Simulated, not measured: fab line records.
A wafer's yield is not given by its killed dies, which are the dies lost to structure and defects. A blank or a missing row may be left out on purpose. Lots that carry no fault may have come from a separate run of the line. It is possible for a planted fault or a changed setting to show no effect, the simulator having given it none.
Struck lot and sound lot, side by side -- flow sky130 -- 18 steps out of a route of 708
Sound: these wafers, L724.1, L724.2, L724.4. Wafers struck: L718.1, L718.3. At the end, the cause is stated.
Order at every step that has rows: each side's tool, ch and its chambers, its first start. Under that, the readings that differ: sound wafers -- struck wafers -- difference of the means -- sigmas: that difference in standard deviations of wafers without a fault.
alike: readings with means less than 2 such deviations apart, plus words and numbers identical on both sides. not compared: withheld readings, readings lacking a value on some wafer, bounds such as >300 that could conceal the same value, and numbers that have no deviation in the record and whose values overlap.
Wherever a step has rows on one side only, a row that says differs or no value, or a row with sigmas, the two part there. Numbers that don't overlap but have no deviation are shown without sigmas and don't part them. A reading missing from all wafers of one side parts the sides only when that side holds two or more wafers.

first, 3 steps without rows for these wafers: SKY_POLY_CUT_EXPOSE_05 (exposes mask NPCM, target cd 270 nm); SKY_POLY_CUT_PEB_06; SKY_POLY_CUT_DEVELOP_07 (develop time 60 s).
SKY_POLY_CUT_CD_MEAS_08: the cd target is 270 nm.
  sound: cdSem-01 at day 31 11:08; struck: cdSem-02 at day 29 03:04
  alike: cdNm
SKY_POLY_CUT_OVL_MEAS_09:
  sound: overlay-01 at day 31 11:15; struck: overlay-02 at day 29 03:11
  alike: POLY_CUT_OVL
SKY_POLY_CUT_ETCH_10: etches BARC in N2/H2, stops on SiO2, time 45.9 s, target depth 60 nm.
  sound on rieDiel-01 ch 0,1,3, day 31 11:17; struck on rieDiel-01 ch 0,1, day 29 03:13
  alike: drypumpMotorCurrentA, oesProductAu, throttleValvePct
  not compared: rfHoursCounterH
SKY_POLY_CUT_ETCH_11: etches Si3N4 in CF4/CH2F2/Ar, stops on poly-Si, time 42.5 s, target depth 60 nm.
  sound on rieDiel-01 ch 0,1,3, day 31 11:19; struck on rieDiel-01 ch 0,1, day 29 03:16
  alike: drypumpMotorCurrentA, oesProductAu, throttleValvePct
  not compared: rfHoursCounterH
SKY_POLY_CUT_STRIP_12: strips in O2/N2.
  sound on plasmaAsher-04 ch 0,1, day 31 11:22; struck on plasmaAsher-04 ch 0,1, day 29 03:18
reading,sound,struck,difference,sigmas
stripTimeToEndpointS (s),5.327 5.337 5.339,5.378 5.382,+0.046,+2
  alike: drypumpMotorCurrentA, oesProductAu
  not compared: rfHoursCounterH
then, 4 steps without rows for these wafers: SKY_SD_P_DEHYDRATE_00 (time 60 s); SKY_SD_P_HMDS_01 (prime time 60 s); SKY_SD_P_COAT_02 (resist thk 1140 nm); SKY_SD_P_SOFTBAKE_03 (time 60 s).
SKY_SD_P_EXPOSE_04: exposes mask PSDM, target cd 380 nm.
  sound on ilineStepper-02 ch 0, day 32 01:08; struck on ilineStepper-01 ch 0, day 29 17:29
  alike: mask
then, 2 steps without rows for these wafers: SKY_SD_P_PEB_05; SKY_SD_P_DEVELOP_06 (develop time 60 s).
SKY_SD_P_CD_MEAS_07: the cd target is 380 nm.
  sound: cdSem-02 at day 32 13:47; struck: cdSem-01 at day 30 07:28
reading,sound,struck,difference,sigmas
cdNm (nm),382.5 381.1 382.7,363.0 362.4,-19.4,-7
SKY_SD_P_OVL_MEAS_08:
  sound: overlay-01 at day 32 13:55; struck: overlay-02 at day 30 07:35
  alike: SD_P_OVL
next, for these wafers, 1 step has no rows: SKY_PAD_OPEN_PROBE_99.

== WHERE THEY PART ==
Last at SKY_SD_P_CD_MEAS_07 as far as this record goes, first at SKY_POLY_CUT_STRIP_12. Later steps at which nothing parts them and some readings are alike: SKY_SD_P_OVL_MEAS_08.

WHY: whatever the simulator had introduced
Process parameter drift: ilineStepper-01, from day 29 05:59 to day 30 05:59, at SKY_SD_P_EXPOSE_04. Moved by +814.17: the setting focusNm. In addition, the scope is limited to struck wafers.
